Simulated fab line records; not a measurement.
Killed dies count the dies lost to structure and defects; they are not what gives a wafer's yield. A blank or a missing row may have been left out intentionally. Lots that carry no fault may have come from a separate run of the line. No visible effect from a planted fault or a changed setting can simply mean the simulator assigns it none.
Which tool did it? :: flow sky130 :: 11 lots with 32 wafers sampled at 5 steps, on a route of 708 steps

== WHAT THE GAUGES SHOWED, per wafer ==
SKY_VIA1_THK_MEAS_01. Usual: VIA1_HDPCVD_THK 1032 nm, standard deviation 10.
lot: L381
measured: day 34 15:02
on: filmMetro-01
VIA1_HDPCVD_THK (nm): 1014 1024 1020
flag: 

lot: L382
measured: day 35 07:32
on: filmMetro-02
VIA1_HDPCVD_THK (nm): 1036 1045 1038
flag: 

lot: L387
measured: day 35 13:42
on: filmMetro-01
VIA1_HDPCVD_THK (nm): 2066 2056 2064
flag: OFF

lot: L386
measured: day 35 17:07
on: filmMetro-02
VIA1_HDPCVD_THK (nm): 2036 2024 2012
flag: OFF

lot: L388
measured: day 36 06:55
on: filmMetro-02
VIA1_HDPCVD_THK (nm): 1031 1020 1026
flag: 

lot: L389
measured: day 36 09:44
on: filmMetro-01
VIA1_HDPCVD_THK (nm): 2084 2067 2086
flag: OFF

lot: L395
measured: day 38 05:17
on: filmMetro-02
VIA1_HDPCVD_THK (nm): 1016 1015
flag: 

lot: L396
measured: day 39 01:59
on: filmMetro-03
VIA1_HDPCVD_THK (nm): 1033 1032 1039
flag: 

lot: L397
measured: day 39 08:41
on: filmMetro-02
VIA1_HDPCVD_THK (nm): 1021 1035 1025
flag: 

lot: L399
measured: day 39 12:10
on: filmMetro-01
VIA1_HDPCVD_THK (nm): 1043 1042 1044
flag: 

lot: L400
measured: day 39 17:26
on: filmMetro-02
VIA1_HDPCVD_THK (nm): 1035 1019 1028
flag: 

== WHAT TOOL EACH LOT RAN ON (gives the tool, then ch and the chambers of the sampled wafers, and finally the start) ==
lot: L381
SKY_METAL1_SPUTTER_03: pvdSputter-04, day 33 11:03
SKY_METAL1_ETCH_18: rieMetal-01 ch 0, day 34 14:01
SKY_METAL1_STRIP_20: plasmaAsher-01 ch 0,1, day 34 14:19
SKY_VIA1_HDPCVD_00: hdpcvd-02 ch 1,2, day 34 14:55

lot: L382
SKY_METAL1_SPUTTER_03: pvdSputter-04, day 34 03:59
SKY_METAL1_ETCH_18: rieMetal-04 ch 0,1, day 35 06:37
SKY_METAL1_STRIP_20: plasmaAsher-01 ch 0,1, day 35 06:46
SKY_VIA1_HDPCVD_00: hdpcvd-02 ch 0,1,2, day 35 07:25

lot: L387
SKY_METAL1_SPUTTER_03: pvdSputter-03, day 34 10:26
SKY_METAL1_ETCH_18: rieMetal-04 ch 0,1, day 35 12:23
SKY_METAL1_STRIP_20: plasmaAsher-03 ch 0,1, day 35 12:32
SKY_VIA1_HDPCVD_00: hdpcvd-02 ch 1,2, day 35 13:19

lot: L386
SKY_METAL1_SPUTTER_03: pvdSputter-02, day 34 13:08
SKY_METAL1_ETCH_18: rieMetal-01 ch 0,1, day 35 15:37
SKY_METAL1_STRIP_20: plasmaAsher-01 ch 0, day 35 15:46
SKY_VIA1_HDPCVD_00: hdpcvd-01 ch 1,2, day 35 16:43

lot: L388
SKY_METAL1_SPUTTER_03: pvdSputter-04, day 35 02:32
SKY_METAL1_ETCH_18: rieMetal-03 ch 0,1, day 36 05:02
SKY_METAL1_STRIP_20: plasmaAsher-03 ch 0,1, day 36 05:11
SKY_VIA1_HDPCVD_00: hdpcvd-01 ch 0,1,2, day 36 06:48

lot: L389
SKY_METAL1_SPUTTER_03: pvdSputter-03, day 35 05:42
SKY_METAL1_ETCH_18: rieMetal-01 ch 0,1, day 36 08:23
SKY_METAL1_STRIP_20: plasmaAsher-01 ch 0,1, day 36 08:32
SKY_VIA1_HDPCVD_00: hdpcvd-02 ch 0,1,2, day 36 09:18

lot: L395
SKY_METAL1_SPUTTER_03: pvdSputter-02, day 37 02:50
SKY_METAL1_ETCH_18: rieMetal-03 ch 0,1, day 38 04:22
SKY_METAL1_STRIP_20: plasmaAsher-03 ch 0,1, day 38 04:31
SKY_VIA1_HDPCVD_00: hdpcvd-01 ch 0,1, day 38 05:12

lot: L396
SKY_METAL1_SPUTTER_03: pvdSputter-04, day 37 23:14
SKY_METAL1_ETCH_18: rieMetal-01 ch 0,1, day 39 01:05
SKY_METAL1_STRIP_20: plasmaAsher-02 ch 0,1, day 39 01:15
SKY_VIA1_HDPCVD_00: hdpcvd-02 ch 0,1, day 39 01:51

lot: L397
SKY_METAL1_SPUTTER_03: pvdSputter-02, day 38 06:38
SKY_METAL1_ETCH_18: rieMetal-03 ch 0,1, day 39 07:47
SKY_METAL1_STRIP_20: plasmaAsher-02 ch 0,1, day 39 07:56
SKY_VIA1_HDPCVD_00: hdpcvd-02 ch 0,1,2, day 39 08:34

lot: L399
SKY_METAL1_SPUTTER_03: pvdSputter-03, day 38 10:42
SKY_METAL1_ETCH_18: rieMetal-03 ch 0, day 39 11:19
SKY_METAL1_STRIP_20: plasmaAsher-01 ch 1, day 39 11:28
SKY_VIA1_HDPCVD_00: hdpcvd-02 ch 1,2, day 39 12:04

lot: L400
SKY_METAL1_SPUTTER_03: pvdSputter-03, day 38 15:05
SKY_METAL1_ETCH_18: rieMetal-04 ch 0,1, day 39 16:35
SKY_METAL1_STRIP_20: plasmaAsher-01 ch 0,1, day 39 16:44
SKY_VIA1_HDPCVD_00: hdpcvd-01 ch 1,2, day 39 17:18
- SKY_METAL1_SPUTTER_03: material Ti, target thk 5 nm, time 3.3 s.
- SKY_METAL1_ETCH_18: etches BARC in N2/H2, stops on SiO2, time 45.9 s, target depth 60 nm.
- SKY_METAL1_STRIP_20: strips in O2/N2.
- SKY_VIA1_HDPCVD_00: deposits SiO2, target thk 1030 nm, time 171.7 s.

== AS READ BY THE TOOLS THEMSELVES (means over the sampled wafers that have a number; for cases with no such wafer, the mark the record gives instead) ==
SKY_METAL1_SPUTTER_03. Usual: chamberPressurePa 0.4000 Pa, standard deviation 0.00072; throttleValvePct 30.0 %, standard deviation 0.84.
lot: L381
tool: pvdSputter-04
chamberPressurePa (Pa): 0.4002
throttleValvePct (%): 30.0
flag: 

lot: L382
tool: pvdSputter-04
chamberPressurePa (Pa): 0.3998
throttleValvePct (%): 29.9
flag: 

lot: L387
tool: pvdSputter-03
chamberPressurePa (Pa): 0.4003
throttleValvePct (%): 29.2
flag: 

lot: L386
tool: pvdSputter-02
chamberPressurePa (Pa): 0.4001
throttleValvePct (%): 30.7
flag: 

lot: L388
tool: pvdSputter-04
chamberPressurePa (Pa): 0.3994
throttleValvePct (%): 30.2
flag: 

lot: L389
tool: pvdSputter-03
chamberPressurePa (Pa): 0.4001
throttleValvePct (%): 29.4
flag: 

lot: L395
tool: pvdSputter-02
chamberPressurePa (Pa): 0.4009
throttleValvePct (%): 30.6
flag: 

lot: L396
tool: pvdSputter-04
chamberPressurePa (Pa): 0.3991
throttleValvePct (%): 30.1
flag: 

lot: L397
tool: pvdSputter-02
chamberPressurePa (Pa): 0.3998
throttleValvePct (%): 30.8
flag: 

lot: L399
tool: pvdSputter-03
chamberPressurePa (Pa): 0.3997
throttleValvePct (%): 29.3
flag: 

lot: L400
tool: pvdSputter-03
chamberPressurePa (Pa): 0.4000
throttleValvePct (%): 29.9
flag: 

SKY_METAL1_ETCH_18. Usual: drypumpMotorCurrentA 5.8 A, standard deviation 0.47; oesProductAu 0.855 a.u., standard deviation 0.0044; throttleValvePct 13.224 %, standard deviation 0.0092.
lot: L381
tool: rieMetal-01
drypumpMotorCurrentA (A): 6.3
oesProductAu (a.u.): 0.847
throttleValvePct (%): 13.221
flag: 

lot: L382
tool: rieMetal-04
drypumpMotorCurrentA (A): 5.6
oesProductAu (a.u.): 0.855
throttleValvePct (%): 13.229
flag: 

lot: L387
tool: rieMetal-04
drypumpMotorCurrentA (A): 5.6
oesProductAu (a.u.): 0.855
throttleValvePct (%): 13.225
flag: 

lot: L386
tool: rieMetal-01
drypumpMotorCurrentA (A): 6.4
oesProductAu (a.u.): 0.857
throttleValvePct (%): 13.222
flag: 

lot: L388
tool: rieMetal-03
drypumpMotorCurrentA (A): 5.3
oesProductAu (a.u.): 0.852
throttleValvePct (%): 13.221
flag: 

lot: L389
tool: rieMetal-01
drypumpMotorCurrentA (A): 6.5
oesProductAu (a.u.): 0.857
throttleValvePct (%): 13.220
flag: 

lot: L395
tool: rieMetal-03
drypumpMotorCurrentA (A): 5.3
oesProductAu (a.u.): 0.856
throttleValvePct (%): 13.215
flag: 

lot: L396
tool: rieMetal-01
drypumpMotorCurrentA (A): 6.4
oesProductAu (a.u.): 0.856
throttleValvePct (%): 13.227
flag: 

lot: L397
tool: rieMetal-03
drypumpMotorCurrentA (A): 5.3
oesProductAu (a.u.): 0.858
throttleValvePct (%): 13.223
flag: 

lot: L399
tool: rieMetal-03
drypumpMotorCurrentA (A): 5.2
oesProductAu (a.u.): 0.854
throttleValvePct (%): 13.221
flag: 

lot: L400
tool: rieMetal-04
drypumpMotorCurrentA (A): 5.6
oesProductAu (a.u.): 0.855
throttleValvePct (%): 13.220
flag: 

SKY_METAL1_STRIP_20. Usual: drypumpMotorCurrentA 5.7 A, standard deviation 0.33; oesProductAu 0.343 a.u., standard deviation 0.0049; stripTimeToEndpointS 2.690 s, standard deviation 0.026.
lot: L381
tool: plasmaAsher-01
drypumpMotorCurrentA (A): 5.8
oesProductAu (a.u.): 0.340
stripTimeToEndpointS (s): 2.674
flag: 

lot: L382
tool: plasmaAsher-01
drypumpMotorCurrentA (A): 5.7
oesProductAu (a.u.): 0.341
stripTimeToEndpointS (s): 2.701
flag: 

lot: L387
tool: plasmaAsher-03
drypumpMotorCurrentA (A): 6.1
oesProductAu (a.u.): 0.346
stripTimeToEndpointS (s): 2.692
flag: 

lot: L386
tool: plasmaAsher-01
drypumpMotorCurrentA (A): 5.6
oesProductAu (a.u.): 0.349
stripTimeToEndpointS (s): 2.712
flag: 

lot: L388
tool: plasmaAsher-03
drypumpMotorCurrentA (A): 6.1
oesProductAu (a.u.): 0.345
stripTimeToEndpointS (s): 2.703
flag: 

lot: L389
tool: plasmaAsher-01
drypumpMotorCurrentA (A): 5.7
oesProductAu (a.u.): 0.339
stripTimeToEndpointS (s): 2.705
flag: 

lot: L395
tool: plasmaAsher-03
drypumpMotorCurrentA (A): 6.0
oesProductAu (a.u.): 0.344
stripTimeToEndpointS (s): 2.700
flag: 

lot: L396
tool: plasmaAsher-02
drypumpMotorCurrentA (A): 5.6
oesProductAu (a.u.): 0.346
stripTimeToEndpointS (s): 2.709
flag: 

lot: L397
tool: plasmaAsher-02
drypumpMotorCurrentA (A): 5.6
oesProductAu (a.u.): 0.341
stripTimeToEndpointS (s): 2.684
flag: 

lot: L399
tool: plasmaAsher-01
drypumpMotorCurrentA (A): 5.9
oesProductAu (a.u.): 0.343
stripTimeToEndpointS (s): 2.648
flag: 

lot: L400
tool: plasmaAsher-01
drypumpMotorCurrentA (A): 5.7
oesProductAu (a.u.): 0.345
stripTimeToEndpointS (s): 2.682
flag: 

== THE ANSWER, worked out from the rows above alone ==
Rule: a lot is off if the mean of its wafers that have a number lies more than 3 standard deviations from the usual mean. A lot without any number at a reading at which 4 lots or more have one is off too. Where the step has rows for the other lots, those lots are counted as sound. The gauges are gone through in route order, then the tools' own readings, and for those a lot's mean is taken as printed above. The first step at which some lot is off is used, and at that step the reading that is off furthest; a lot without a number counts as furthest.
Off: at SKY_VIA1_THK_MEAS_01 (VIA1_HDPCVD_THK), L387, L386, L389.
If a tool, at a process step before that reading, ran all the lots that are off and no sound lot after the first of them, it fits. Those tools and the gauges at SKY_VIA1_THK_MEAS_01 are tried in the same way. Not one of the candidates tried fits.

== WHAT THE SIMULATOR HAD PUT IN ==
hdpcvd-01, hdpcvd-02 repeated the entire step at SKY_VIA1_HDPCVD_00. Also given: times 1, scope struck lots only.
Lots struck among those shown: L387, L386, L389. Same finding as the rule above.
